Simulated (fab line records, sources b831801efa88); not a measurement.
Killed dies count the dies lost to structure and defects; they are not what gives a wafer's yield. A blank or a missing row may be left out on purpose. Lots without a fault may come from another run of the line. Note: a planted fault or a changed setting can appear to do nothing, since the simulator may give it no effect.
Code-filled problem report in 8D (eight disciplines) form + flow sky130 + the parts of the form that need people (team, actions taken, sign-off) are left out

## 1. THE PROBLEM
Across 3 wafers from 3 lots, FIELD_ISO_CVD_24_THK at SKY_FIELD_ISO_THK_MEAS_25 averages 249 nm, while fault-free wafers read 594 nm with a standard deviation of 5.4. Relative to the usual mean, that is a shift of -64 standard deviations.
First seen on wafer L125.1, day 4 11:50, on film-metro-04. The record holds 36 wafers of 13 lots with a number at this step. By rule, "out" or "out of limits" means more than 4 standard deviations away from the usual mean. All remaining wafers that have a number are taken as sound.

## 2. WHAT IT IS, AND WHAT IT ISN'T
| question                    | is                           | is not                                                                                             |
|-----------------------------|------------------------------|----------------------------------------------------------------------------------------------------|
| which readings at this step | FIELD_ISO_CVD_24_THK         | -                                                                                                  |
| which lots                  | L125, L126, L128             | L116, L117, L118, L119, L121, L122, L127, L135, L136, L138                                         |
| which wafers of those lots  | L125.1, L126.4, L128.1       | L125.5, L126.6, L128.6                                                                             |
| read on which gauges        | film-metro-01, film-metro-04 | film-metro-02                                                                                      |
| when                        | from day 4 11:50             | up to then (19 sound wafers); but 14 sound wafers of L126, L127, L128, L135, L136, L138 came after |

## 3. THE SUSPECTS, EACH WITH WHAT RULES IT OUT
Counting: if a tool at a process step up to the reading ran every lot that is out, it stays a suspect. Sound lots after the first of them don't rule it out here, since some wafers of a struck lot are sound.
- the gauge at SKY_FIELD_ISO_THK_MEAS_25 has been ruled out. Those wafers that are out were read across 2 gauges (film-metro-01, film-metro-04).
- hdpcvd-01 at SKY_FIELD_ISO_CVD_24 (deposits SiO2, target thk 595 nm, time 99.2 s): kept. Every lot that is out went through it, the first being L125 (day 4 11:46); the last sound lot it ran before that was L122 (day 3 18:51).
The count leaves hdpcvd-01 at SKY_FIELD_ISO_CVD_24.

## 4. THE CAUSE (what the simulator had put in)
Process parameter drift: hdpcvd-01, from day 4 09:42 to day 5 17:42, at SKY_FIELD_ISO_CVD_24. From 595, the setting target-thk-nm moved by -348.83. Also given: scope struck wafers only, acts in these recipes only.
After counting, this tool was the only one left.

## 5. SEQUENCE OF EFFECTS, ordered by route
Each row: a reading where the mean over the struck wafers with a number is more than 3 standard deviations away from the usual. Scope: only readings with a usual standard deviation given in the record; hours: median across lots of the time from each lot's start at the first step in this table that gives one to its start at this step; sigmas: change in usual standard deviations.
| hours | step                      | reading              | usual  | on struck wafers | change | sigmas |
|-------|---------------------------|----------------------|--------|------------------|--------|--------|
| 0     | SKY_FIELD_ISO_THK_MEAS_25 | FIELD_ISO_CVD_24_THK | 594 nm | 249              | -345   | -64    |
| 2     | SKY_FIELD_ISO_CMP_27      | time-to-endpoint-s   | 112 s  | 45               | -67    | -13    |
| 1052  | SKY_PAD_OPEN_PROBE_99     | killed-at-front-end  | 16     | 419              | +403   | +84    |
| 1052  | SKY_PAD_OPEN_PROBE_99     | killed-dies          | 87     | 492              | +405   | +43    |
| 1052  | SKY_PAD_OPEN_PROBE_99     | killed-on-rim        | 18     | 96               | +78    | +19    |
Process steps it contains:
- SKY_FIELD_ISO_CMP_27: polishes, stops on Si3N4, t overpolish 16 s, target thk 457.8 nm.
- SKY_PAD_OPEN_PROBE_99

## 6. HOW IT WOULD HAVE BEEN CAUGHT EARLIER
The first out-of-limits reading at a measuring or inspecting step in this record came at day 4 11:50, 2 hours after the fault's start at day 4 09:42.
Of the lots that are out (3), L126, L128 began SKY_FIELD_ISO_CVD_24 on hdpcvd-01 after day 4 11:50. A hold on the tool at that time would have spared those 2.
